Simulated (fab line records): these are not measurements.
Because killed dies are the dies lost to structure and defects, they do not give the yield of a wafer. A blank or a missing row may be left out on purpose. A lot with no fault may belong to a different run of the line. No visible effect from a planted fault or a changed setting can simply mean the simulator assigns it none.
Chamber matching + flow sky130 + SKY_LI_CONTACT_CMP_02 on cmp-02 has 4 sister chambers
The step polishes PSG. 4 wafers are shown with their chamber, then 9 later ones without.

## WAFERS WITH THEIR CHAMBER
| wafer  | chamber | motor current A (A) |
|--------|---------|---------------------|
| L290.1 | 3       | 13.2                |
| L290.5 | 1       | 13.2                |
| L292.2 | 0       | 12.6                |
| L292.6 | 2       | 11.5                |

## WAFERS WITHOUT THEIR CHAMBER
| wafer  | motor current A (A) |
|--------|---------------------|
| L294.1 | 11.9                |
| L294.2 | 12.3                |
| L294.6 | 11.8                |
| L295.1 | 12.3                |
| L295.3 | 11.2                |
| L295.4 | 13.1                |
| L298.2 | 12.8                |
| L298.3 | 12.8                |
| L298.4 | 12.6                |

## WHICH CHAMBER EACH WENT THROUGH
| wafer  | from the rows above          | in truth |
|--------|------------------------------|----------|
| L294.1 | can't be placed: 2 or 0      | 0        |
| L294.2 | can't be placed: 0 or 2      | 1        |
| L294.6 | can't be placed: 2 or 0      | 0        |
| L295.1 | can't be placed: 0 or 2      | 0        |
| L295.3 | 2                            | 2        |
| L295.4 | can't be placed: 1 or 3 or 0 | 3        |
| L298.2 | can't be placed: 0 or 1 or 3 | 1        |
| L298.3 | can't be placed: 0 or 1 or 3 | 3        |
| L298.4 | 0                            | 0        |
2 of 9 placed correctly. Can't be placed from these rows: 7 (the true chamber is among the candidates in 6). Wrongly placed: 0.
How it was worked out, from the rows above alone: a wafer's distance from a chamber is the root of the sum, over the readings, of the square of ((its reading less the chamber's mean) divided by the reading's scatter). The wafer belongs to the nearest chamber; if the next one is less than 2 further off, it can't be placed. Each chamber's mean is taken over the wafers shown for it. The scatter: with one shown wafer a chamber, the root of the mean of the squares of how far each hidden wafer lies from its nearest shown one.
